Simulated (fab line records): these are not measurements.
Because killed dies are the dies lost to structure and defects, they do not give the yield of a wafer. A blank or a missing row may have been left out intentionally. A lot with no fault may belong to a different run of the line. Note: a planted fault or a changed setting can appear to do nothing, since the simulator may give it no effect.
fab line records -- flow sky130
record: lots: 6, wafers: 18, lastDay: 50
route steps=708 shown LDD_P@263 LDD_HVN@267 PAD_OPEN@708
lots that met no fault: taken from a fault-free run of the same line
startH: the number of hours between the record's first day and the start of the first shown wafer of the lot -- waitH: hours from the lot's prior step to this one -- " the same as in the row above -- L1.1+2: several wafers, shown together as one row -- - no value present, or no start provided -- * or withheld: withheld -- < > ~ a bound
route shown NAME@n: names a module that has steps shown in the file, with the first one's number in the route -- usual: the fault-free wafers' mean and standard deviation -- same: alike in all rows -- chamber/n: place in a boat -- sites: per-site readings -- _std_site: how widely they spread, as a standard deviation -- _edge_site: mean of outer sites minus mean of inner sites -- radiusMm: for every site, how far away it sits from the centre of the wafer -- mask NAME#n: copy n -- behind: the most recent tool/chamber to have shaped the wafer -- hold: reason for holding the lot/hours on hold/outcome of the hold -- device: which transistor (n, p or np) failed to switch -- end of line: the same wafers' tests at the end of the route -- a step given without rows: its recipe and nothing more -- killed: dies that structure and defects cost at the first sort, which is not the same as the wafer's yield -- map: the dies of a wafer, with x for killed, . for not killed, _ for no die there
set.NAME: the run value of the setting; set.NAME@STEP: its run value at that earlier step -- model.NAME: the simulator's own value behind a step, which no gauge read
lots at some steps of the route; a table a step, a row a wafer
services: a tool's chamber out of use, with start hour (startH, from the record's first day; less than 0 if before it), hours out, and reason
== steps ==
step: SKY_LDD_P_OVL_MEAS_08
usual: LDD_P_OVL: -1.4/1.5
lot.wafer,tool,chamber,startH,waitH,LDD_P_OVL[nm]
L343.2,overlay-02,-,436.48,0.1,-2.2
L343.4,overlay-02,-,436.48,0.1,-1.9
L343.5,overlay-02,-,436.48,0.1,-2.6
L349.3,overlay-02,-,498.18,0.1,-0.8
L349.4,overlay-02,-,498.18,0.1,-0.9
L349.5,overlay-02,-,498.18,0.1,-1.3
L350.1,overlay-01,-,502.28,0.1,-1.0
L350.2,overlay-01,-,502.28,0.1,-2.6
L350.6,overlay-01,-,502.28,0.1,-3.2
L352.1,overlay-01,-,521.50,0.1,-2.0
L352.5,overlay-01,-,521.50,0.1,-3.4
L352.6,overlay-01,-,521.50,0.1,-2.3
L361.1,overlay-02,-,590.90,0.1,-0.3
L361.5,overlay-02,-,590.90,0.1,0.4
L361.6,overlay-02,-,590.90,0.1,-0.9
L363.2,overlay-02,-,608.58,0.1,0.1
L363.3,overlay-02,-,608.58,0.1,3.2
L363.6,overlay-02,-,608.58,0.1,1.1
step: SKY_LDD_P_IMPLANT_09
recipe: species: BF2, energyKev: 25, doseCm2: 1e+13, tiltDeg: withheld
step: SKY_LDD_P_STRIP_10
recipe: chemistry: O2/N2, powerW: 1400, pressureMtorr: 1500, platenTempC: withheld, o2FlowSccm: 3000, n2FlowSccm: 300, overashFraction: 0.5
usual: drypumpMotorCurrentA: 6.0/0.37, oesProductAu: 0.716/0.0044, stripTimeToEndpointS: 14.19/0.041
lot.wafer,tool,chamber,startH,waitH,drypumpMotorCurrentA,oesProductAu,rfHoursCounterH,stripTimeToEndpointS
L343.2,plasmaAsher-04,1,436.66,0.1,5.8,0.711,61,14.21
L343.4,plasmaAsher-04,1,436.66,0.1,5.8,0.712,-,14.22
L343.5,plasmaAsher-04,0,436.66,0.1,6.4,0.711,-,14.26
L349.3,plasmaAsher-02,1,498.39,0.1,5.4,0.717,-,14.14
L349.4,plasmaAsher-02,0,498.39,0.1,6.0,0.719,-,14.15
L349.5,plasmaAsher-02,0,498.39,0.1,6.0,0.708,-,14.18
L350.1,plasmaAsher-03,0,502.46,0.1,5.6,0.715,81,14.25
L350.2,plasmaAsher-03,1,502.46,0.1,6.4,0.715,81,14.22
L350.6,plasmaAsher-03,0,502.46,0.1,5.7,0.721,-,14.18
L352.1,plasmaAsher-04,1,521.69,0.1,5.8,0.707,70,14.16
L352.5,plasmaAsher-04,1,521.69,0.1,5.8,0.715,-,14.19
L352.6,plasmaAsher-04,0,521.69,0.1,6.4,0.719,-,14.18
L361.1,plasmaAsher-02,0,591.09,0.1,6.0,0.717,42,14.23
L361.5,plasmaAsher-02,1,591.09,0.1,5.4,0.715,-,14.23
L361.6,plasmaAsher-02,0,591.09,0.1,6.0,0.722,-,14.23
L363.2,plasmaAsher-04,0,608.76,0.1,6.4,0.719,79,14.23
L363.3,plasmaAsher-04,0,608.76,0.1,6.3,0.717,-,14.23
L363.6,plasmaAsher-04,1,608.76,0.1,5.8,0.714,-,14.26
step: SKY_LDD_P_TW_MEAS_11
usual: LDD_P_TW: 636/3.3
lot.wafer,tool,chamber,startH,waitH,LDD_P_TW
L343.2,filmMetro-03,-,436.77,0.1,638
L343.4,filmMetro-03,-,436.77,0.1,641
L343.5,filmMetro-03,-,436.77,0.1,639
L349.3,filmMetro-01,-,498.48,0.1,633
L349.4,filmMetro-01,-,498.48,0.1,635
L349.5,filmMetro-01,-,498.48,0.1,636
L350.1,filmMetro-03,-,502.56,0.1,631
L350.2,filmMetro-03,-,502.56,0.1,637
L350.6,filmMetro-03,-,502.56,0.1,636
L352.1,filmMetro-03,-,521.79,0.1,633
L352.5,filmMetro-03,-,521.79,0.1,636
L352.6,filmMetro-03,-,521.79,0.1,634
L361.1,filmMetro-01,-,591.19,0.1,633
L361.5,filmMetro-01,-,591.19,0.1,635
L361.6,filmMetro-01,-,591.19,0.1,628
L363.2,filmMetro-03,-,608.87,0.1,640
L363.3,filmMetro-03,-,608.87,0.1,639
L363.6,filmMetro-03,-,608.87,0.1,638
step: SKY_LDD_HVN_DEHYDRATE_00
recipe: tempC: 200, timeS: 60
step: SKY_LDD_HVN_HMDS_01
recipe: primeTimeS: 60, primeTempC: 120
step: SKY_LDD_HVN_COAT_02
recipe: resist: NOVOLAK, spinRpm: 3000, resistThkNm: 300
step: SKY_LDD_HVN_SOFTBAKE_03
recipe: tempC: 90, timeS: 60, resist: NOVOLAK
step: SKY_LDD_HVN_EXPOSE_04
recipe: maskId: HVNTM, na: 0.6, sourceShape: conventional, sigmaOuter: 0.6, polarization: unpolarized, targetCdNm: 700, doseMj: 127
step: SKY_LDD_HVN_PEB_05
recipe: tempC: withheld, timeS: *, resist: NOVOLAK
step: SKY_LDD_HVN_DEVELOP_06
recipe: resist: NOVOLAK, developer: TMAH, developTimeS: 60, devTempC: 23
step: SKY_LDD_HVN_OVL_MEAS_07
usual: LDD_HVN_OVL: -1.5/1.4
lot.wafer,tool,chamber,startH,waitH,LDD_HVN_OVL[nm]
L343.2,overlay-01,-,467.96,0.1,0.0
L343.4,overlay-01,-,467.96,0.1,0.1
L343.5,overlay-01,-,467.96,0.1,-1.3
L349.3,overlay-01,-,528.67,0.1,-0.9
L349.4,overlay-01,-,528.67,0.1,-0.3
L349.5,overlay-01,-,528.67,0.1,-0.6
L350.1,overlay-02,-,533.37,0.1,-0.8
L350.2,overlay-02,-,533.37,0.1,-0.6
L350.6,overlay-02,-,533.37,0.1,-3.1
L352.1,overlay-02,-,551.76,0.1,-0.2
L352.5,overlay-02,-,551.76,0.1,-0.7
L352.6,overlay-02,-,551.76,0.1,-2.2
L361.1,overlay-02,-,620.51,0.1,-1.6
L361.5,overlay-02,-,620.51,0.1,-2.5
L361.6,overlay-02,-,620.51,0.1,-4.1
L363.2,overlay-01,-,637.91,0.1,-1.0
L363.3,overlay-01,-,637.91,0.1,-0.3
L363.6,overlay-01,-,637.91,0.1,-0.6
step: SKY_LDD_HVN_IMPLANT_08
recipe: species: P, energyKev: 60, doseCm2: 3e+13, tiltDeg: 40
usual: doseIonsCm2: 3e+13/3.7e+10
lot.wafer,tool,chamber,startH,waitH,doseIonsCm2
L343.2,implanter-02,0,468.02,0.0,3.004e+13
L343.4,implanter-02,0,468.02,0.0,3e+13
L343.5,implanter-02,0,468.02,0.0,3.007e+13
L349.3,implanter-04,0,528.74,0.1,3.135e+13
L349.4,implanter-04,0,528.74,0.1,3.13e+13
L349.5,implanter-04,0,528.74,0.1,3.13e+13
L350.1,implanter-02,0,533.41,0.0,2.996e+13
L350.2,implanter-02,0,533.41,0.0,3e+13
L350.6,implanter-02,0,533.41,0.0,3.005e+13
L352.1,implanter-04,0,551.79,0.0,3.131e+13
L352.5,implanter-04,0,551.79,0.0,3.135e+13
L352.6,implanter-04,0,551.79,0.0,3.133e+13
L361.1,implanter-02,0,620.54,0.0,2.996e+13
L361.5,implanter-02,0,620.54,0.0,2.997e+13
L361.6,implanter-02,0,620.54,0.0,2.996e+13
L363.2,implanter-04,0,637.97,0.0,2.996e+13
L363.3,implanter-04,0,637.97,0.0,2.999e+13
L363.6,implanter-04,0,637.97,0.0,2.995e+13
step: SKY_LDD_HVN_STRIP_09
recipe: chemistry: O2/N2, powerW: 1400, pressureMtorr: 1500, platenTempC: withheld, o2FlowSccm: 3000, n2FlowSccm: 300, overashFraction: 0.5
usual: drypumpMotorCurrentA: 6.0/0.42, oesProductAu: 0.409/0.0044, stripTimeToEndpointS: 4.144/0.014
lot.wafer,tool,chamber,startH,waitH,drypumpMotorCurrentA,oesProductAu,rfHoursCounterH,stripTimeToEndpointS
L343.2,plasmaAsher-04,1,468.14,0.1,5.8,0.411,64,4.163
L343.4,plasmaAsher-04,1,468.14,0.1,5.8,0.406,-,4.166
L343.5,plasmaAsher-04,0,468.14,0.1,6.4,0.410,-,4.154
L349.3,plasmaAsher-04,1,528.88,0.1,5.8,0.403,-,4.133
L349.4,plasmaAsher-04,0,528.88,0.1,6.4,0.408,-,4.146
L349.5,plasmaAsher-04,0,528.88,0.1,6.4,0.404,-,4.152
L350.1,plasmaAsher-04,0,533.56,0.1,6.4,0.413,72,4.157
L350.2,plasmaAsher-04,1,533.56,0.1,5.8,0.410,72,4.140
L350.6,plasmaAsher-04,1,533.56,0.1,5.8,0.412,-,4.139
L352.1,plasmaAsher-04,1,551.94,0.1,5.8,0.407,73,4.139
L352.5,plasmaAsher-04,1,551.94,0.1,5.8,0.409,-,4.125
L352.6,plasmaAsher-04,0,551.94,0.1,6.4,0.410,-,4.132
L361.1,plasmaAsher-01,1,620.69,0.1,6.4,0.411,19,4.132
L361.5,plasmaAsher-01,0,620.69,0.1,6.7,0.407,-,4.114
L361.6,plasmaAsher-01,1,620.69,0.1,6.4,0.410,-,4.132
L363.2,plasmaAsher-04,0,638.09,0.1,6.4,0.417,82,4.144
L363.3,plasmaAsher-04,0,638.09,0.1,6.4,0.401,-,4.137
L363.6,plasmaAsher-04,1,638.09,0.1,5.8,0.405,-,4.167
step: SKY_PAD_OPEN_PROBE_99
usual: killed_at_M0_to_M3: 44/6.8, killed_at_M4_up: 2.9/1.7, killedAtContacts: 24/5.2, killedAtFrontEnd: 15/4, killedAtOther: 0.2/0.44, killedDies: 86/9.9, killedOpen: 47/7.9, killedShort: 39/6.3
same: grossDies: 492, killedAtBackSide: 0
lot.wafer,tool,chamber,startH,waitH,killed_at_M0_to_M3,killed_at_M4_up,killedAtContacts,killedAtFrontEnd,killedAtOther,killedDies,killedOpen,killedShort,model.etest.tip_n_5v.rsOhmSq
L343.2,prober-01,-,1082.53,0.1,41,1,18,19,0,79,41,36,1397
L343.4,prober-01,-,1082.63,0.2,45,2,25,22,0,94,52,34,1403
L343.5,prober-01,-,1082.68,0.2,53,3,23,18,0,97,49,48,1392
L349.3,prober-01,-,1119.83,0.2,38,1,24,14,0,77,47,30,1328
L349.4,prober-01,-,1119.88,0.2,45,1,25,11,0,82,44,38,1318
L349.5,prober-01,-,1119.93,0.2,45,3,26,12,0,86,50,35,1326
L350.1,prober-02,-,1123.36,0.1,43,2,25,13,0,83,40,43,1397
L350.2,prober-02,-,1123.41,0.1,50,3,23,15,0,91,49,41,1393
L350.6,prober-02,-,1123.61,0.2,43,1,17,14,0,75,41,34,1401
L352.1,prober-02,-,1138.79,0.1,46,4,28,17,0,95,52,43,1357
L352.5,prober-02,-,1138.99,0.2,45,4,33,18,0,100,46,53,1339
L352.6,prober-02,-,1139.04,0.2,44,0,21,19,0,84,44,40,1350
L361.1,prober-01,-,1178.43,0.1,52,2,25,15,1,95,48,46,1377
L361.5,prober-01,-,1178.63,0.2,43,0,22,15,0,80,37,43,1382
L361.6,prober-01,-,1178.68,0.2,33,5,21,10,0,69,41,28,1361
L363.2,prober-01,-,1190.35,0.1,51,1,19,20,0,91,50,41,1388
L363.3,prober-01,-,1190.40,0.2,41,3,22,15,0,81,43,38,1385
L363.6,prober-01,-,1190.55,0.2,46,2,25,22,1,96,49,47,1394
killed by level:class
L343.2 VIA1:geometricParticle:open=10 VIA1:geometricParticle:short=7 LI_CONTACT:geometricParticle:open=6 CONTACT:geometricParticle:open=6 VIA3:geometricParticle:open=6 METAL1:geometricParticle:short=5 VIA2:geometricParticle:open=5 FIELD_ISO:geometricParticle:open=4
L343.4 VIA1:geometricParticle:open=14 CONTACT:geometricParticle:open=10 CONTACT:geometricParticle:short=6 VIA1:geometricParticle:short=6 LI_CONTACT:geometricParticle:open=5 METAL2:geometricParticle:open=5 SD_N:coatMicrobubblePrinted=5 FIELD_ISO:geometricParticle:open=4
L343.5 VIA1:geometricParticle:open=12 METAL1:geometricParticle:short=8 LI_CONTACT:geometricParticle:open=7 METAL2:geometricParticle:short=7 CONTACT:geometricParticle:open=6 VIA3:geometricParticle:open=6 CONTACT:geometricParticle:short=5 FIELD_ISO:geometricParticle:open=4
L349.3 VIA1:geometricParticle:open=13 CONTACT:geometricParticle:open=12 FIELD_ISO:geometricParticle:open=8 METAL1:geometricParticle:short=7 FIELD_ISO:geometricParticle:short=4 LI_CONTACT:geometricParticle:open=4 CONTACT:geometricParticle:short=4 VIA1:geometricParticle:short=3
L349.4 VIA1:geometricParticle:open=10 LI_CONTACT:geometricParticle:open=8 CONTACT:geometricParticle:open=8 METAL1:geometricParticle:short=5 VIA1:geometricParticle:short=5 METAL2:geometricParticle:short=5 VIA2:geometricParticle:open=5 METAL3:geometricParticle:short=4
L349.5 VIA1:geometricParticle:open=13 CONTACT:geometricParticle:open=11 VIA3:geometricParticle:open=9 LI_CONTACT:geometricParticle:open=6 METAL1:geometricParticle:short=5 VIA1:geometricParticle:short=5 FIELD_ISO:geometricParticle:open=4 METAL2:geometricParticle:short=4
L350.1 METAL1:geometricParticle:short=9 VIA1:geometricParticle:open=9 CONTACT:geometricParticle:open=8 CONTACT:geometricParticle:short=7 VIA3:geometricParticle:open=7 VIA1:geometricParticle:short=6 FIELD_ISO:geometricParticle:open=5 FIELD_ISO:geometricParticle:short=4
L350.2 CONTACT:geometricParticle:open=13 VIA3:geometricParticle:open=12 METAL1:geometricParticle:short=8 FIELD_ISO:geometricParticle:open=6 VIA1:geometricParticle:open=6 VIA1:geometricParticle:short=5 METAL2:geometricParticle:short=5 LOCAL_INTERCONNECT:geometricParticle:short=4
L350.6 VIA1:geometricParticle:open=14 CONTACT:geometricParticle:open=7 FIELD_ISO:geometricParticle:short=6 METAL2:geometricParticle:short=6 VIA1:geometricParticle:short=5 FIELD_ISO:geometricParticle:open=3 LI_CONTACT:geometricParticle:short=3 LI_CONTACT:geometricParticle:open=3
L352.1 VIA1:geometricParticle:open=13 VIA3:geometricParticle:open=11 CONTACT:geometricParticle:open=10 VIA1:geometricParticle:short=10 LOCAL_INTERCONNECT:geometricParticle:short=8 FIELD_ISO:geometricParticle:open=5 FIELD_ISO:geometricParticle:short=4 LI_CONTACT:geometricParticle:open=4
L352.5 VIA1:geometricParticle:open=16 LOCAL_INTERCONNECT:geometricParticle:short=9 LI_CONTACT:geometricParticle:short=8 LI_CONTACT:geometricParticle:open=7 VIA2:geometricParticle:open=7 VIA1:geometricParticle:short=6 CONTACT:geometricParticle:open=5 METAL1:geometricParticle:short=5
L352.6 CONTACT:geometricParticle:open=9 VIA1:geometricParticle:open=9 METAL1:geometricParticle:short=7 POLY_GATE:geometricParticle:open=5 POLY_GATE:geometricParticle:short=5 LOCAL_INTERCONNECT:geometricParticle:short=5 LI_CONTACT:geometricParticle:open=5 METAL2:geometricParticle:short=5
L361.1 METAL2:geometricParticle:short=9 FIELD_ISO:geometricParticle:open=8 VIA1:geometricParticle:open=8 VIA1:geometricParticle:short=8 CONTACT:geometricParticle:open=7 CONTACT:geometricParticle:short=6 VIA2:geometricParticle:open=6 LI_CONTACT:geometricParticle:open=5
L361.5 VIA1:geometricParticle:open=11 VIA1:geometricParticle:short=7 METAL2:geometricParticle:short=6 VIA3:geometricParticle:open=6 FIELD_ISO:geometricParticle:short=5 CONTACT:geometricParticle:short=5 CONTACT:geometricParticle:open=5 METAL3:geometricParticle:short=5
L361.6 VIA1:geometricParticle:open=10 CONTACT:geometricParticle:open=7 LI_CONTACT:geometricParticle:open=5 FIELD_ISO:geometricParticle:open=4 METAL1:geometricParticle:short=4 CONTACT:geometricParticle:short=4 LOCAL_INTERCONNECT:geometricParticle:short=3 VIA1:geometricParticle:short=3
L363.2 VIA1:geometricParticle:open=13 FIELD_ISO:geometricParticle:open=8 VIA2:geometricParticle:open=8 LI_CONTACT:geometricParticle:open=7 VIA3:geometricParticle:short=7 CONTACT:geometricParticle:open=7 POLY_GATE:geometricParticle:short=6 VIA1:geometricParticle:short=5
L363.3 VIA3:geometricParticle:open=10 LI_CONTACT:geometricParticle:open=8 VIA3:geometricParticle:short=7 VIA1:geometricParticle:open=6 POLY_GATE:geometricParticle:short=5 POLY_GATE:geometricParticle:open=5 CONTACT:geometricParticle:open=5 VIA1:geometricParticle:short=5
L363.6 CONTACT:geometricParticle:open=10 VIA3:geometricParticle:open=9 POLY_GATE:geometricParticle:open=7 VIA2:geometricParticle:short=7 FIELD_ISO:geometricParticle:short=6 METAL1:geometricParticle:short=6 VIA1:geometricParticle:open=6 VIA2:geometricParticle:open=6
== services ==
tool,chamber,startH,hours,kind
plasmaAsher-03,-,416.80,2.8,pm
plasmaAsher-01,-,421.33,9.0,pm
plasmaAsher-01,0,421.33,9.0,ventCycle
plasmaAsher-01,1,421.33,9.0,ventCycle
implanter-02,-,427.24,3.2,pm
implanter-04,-,427.66,2.7,repair
plasmaAsher-01,0,430.33,-,clean
plasmaAsher-01,1,430.33,-,clean
plasmaAsher-02,-,460.86,2.0,repair
plasmaAsher-01,-,475.39,5.9,repair
plasmaAsher-03,-,479.09,0.7,repair
plasmaAsher-02,-,485.50,0.8,repair
plasmaAsher-03,-,498.32,3.3,repair
implanter-04,-,507.27,3.5,repair
implanter-02,-,522.49,0.6,repair
implanter-02,-,528.30,3.2,repair
plasmaAsher-02,-,529.83,2.2,repair
implanter-04,-,541.09,4.4,pm
plasmaAsher-04,-,553.02,4.3,pm
implanter-02,-,566.53,3.8,repair
plasmaAsher-02,-,626.74,6.2,repair
== key ==
firstSign: step: SKY_LDD_HVN_IMPLANT_08, reading: doseIonsCm2, direction: up, sigmas: 36, usual: *, struck: *
effect none on later readings
modelEffect: step: SKY_PAD_OPEN_PROBE_99, value: etest.tip_n_5v.rsOhmSq, without: 1379, struck: 1336
metAt SKY_LDD_HVN_IMPLANT_08
struckWafers L349.3,L349.4,L349.5,L352.1,L352.5,L352.6
testerLeftOut L349,L352
fault: kind: processParameterDrift, tool: implanter-04, chamber: -, onsetH: 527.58, steps: SKY_LDD_HVN_IMPLANT_08, channel: doseCm2, offset: *, shape: step, endH: 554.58, actsIn: *, stated: *
testerLeftOut: of these lots the tester's yield and bins aren't shown, on N5 and GAA mostly nor the transistor test; their killed dies are dies lost to structure and defects alone, not to doping, threshold or leakage, so they don't give the yield
